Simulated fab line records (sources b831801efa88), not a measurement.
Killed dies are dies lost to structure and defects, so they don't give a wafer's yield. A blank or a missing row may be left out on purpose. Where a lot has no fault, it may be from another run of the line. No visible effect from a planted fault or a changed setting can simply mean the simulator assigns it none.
Split-lot trial -- flow gf180mcu -- on a route of 602 steps: 5 lots, 15 wafers read

ON THE SPLIT
At GF_M3_COAT_09 (resist thk 1000 nm), the setting resist-thk-nm was moved away from the recipe's 1000 nm on 4 of the 15 wafers read, by -4.1% to +5.0%. This setting was run at the recipe's value on the other wafers.

FROM THE SPLIT TO THE READING: what the file shows between them, 2 steps
- GF_M3_SOFTBAKE_10: time 60 s
- GF_M3_EXPOSE_11: exposes mask Metal3, target cd 280 nm

THE READING
KrF_of_M3_COAT_09.thk-nm (the simulator's own value, which no gauge read), in nm, at GF_M3_METAL_ETCH_16 (etches the open film in Cl2/BCl3, stops on SiO2, target depth 627.5 nm, time 104.6 s). No usual value for it is given in the file. Average 734.1 nm, standard deviation 3.4 nm, over the 11 wafers here run with the recipe.

wafer,"tool, chamber at the split","resist-thk-nm as run, nm",against the recipe,"KrF_of_M3_COAT_09.thk-nm, nm",against lot-mates on the recipe
L075.1,"litho-track-02, 0",1000,recipe,734.9,-
L075.4,"litho-track-02, 0",1000,recipe,738.4,-
L075.6,"litho-track-02, 0",1000,recipe,737.1,-
L077.1,"litho-track-02, 0",1000,recipe,735.6,-
L077.2,"litho-track-02, 0",959.1,-4.1%,697.7,-37.9
L078.1,"litho-track-01, 0",1000,recipe,730.1,-
L078.2,"litho-track-01, 0",1050,+5.0%,777.8,+48.1
L078.3,"litho-track-01, 0",1050,+5.0%,779.9,+50.2
L078.4,"litho-track-01, 0",1000,recipe,729.3,-
L078.6,"litho-track-01, 0",1050,+5.0%,777.5,+47.8
L079.3,"litho-track-03, 0",1000,recipe,728.6,-
L079.4,"litho-track-03, 0",1000,recipe,733.3,-
L083.2,"litho-track-01, 0",1000,recipe,733.3,-
L083.5,"litho-track-01, 0",1000,recipe,736.5,-
L083.6,"litho-track-01, 0",1000,recipe,738.4,-

THE FIT
A straight line over all 15 wafers: KrF_of_M3_COAT_09.thk-nm changes by +8.87 nm for each +1% of resist-thk-nm; r = +0.99; the points scatter about the line by 3.1 nm.
The same after taking each lot's own level away (the mean of its wafers on the recipe; 15 wafers): +9.63 nm for each +1%; r = +1.00; scatter 1.7 nm.
On that fit, the largest move of resist-thk-nm shifts the reading by 48 nm.
Measured against the standard deviation above, the lots' own levels, which go from 729.70 to 736.80 nm, span 2.1 times it.
Hence the lot-to-lot level has little effect on the slope; both slopes agree.
Check: for one of the wafers moved furthest among these (+5.0%), held out of the fit, the line's prediction against its lot-mates is +48.5 nm. Against them it came out at +48.1 nm.

THE OTHER SPLITS THESE WAFERS WENT THROUGH
These wafers also went through other splits before the reading. Each is held against what the fit with the lots' levels taken away leaves over:
other split on the same wafers,wafers away from the commonest value,r with KrF_of_M3_COAT_09.thk-nm (lot level and that fit taken away)
GF_V2_PEB_12 peb-time-s,5,-0.36
GF_M3_SPUTTER_04 power-w,0,-

THE WHOLE CHAIN: every reading that the file lists as answering this split, in the file's order
step,what it does,reading,change (the file's fit),r (the file's)
GF_M3_COAT_09,resist thk 1000 nm,"KrF_of_M3_COAT_09.thk-nm (the simulator's own value, which no gauge read)",+9.73 nm for each +1% of the setting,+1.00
GF_M3_METAL_ETCH_16,"etches the open film in Cl2/BCl3, stops on SiO2, target depth 627.5 nm, time 104.6 s","KrF_of_M3_COAT_09.thk-nm (the simulator's own value, which no gauge read)",+9.63 nm for each +1% of the setting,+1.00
GF_M3_STRIP_17,strips in O2/N2,strip-time-to-endpoint-s,withheld for each +1% of the setting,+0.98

FILE'S OWN FIT
KrF_of_M3_COAT_09.thk-nm changes by +9.63 nm for each +1% of resist-thk-nm, r = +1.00.
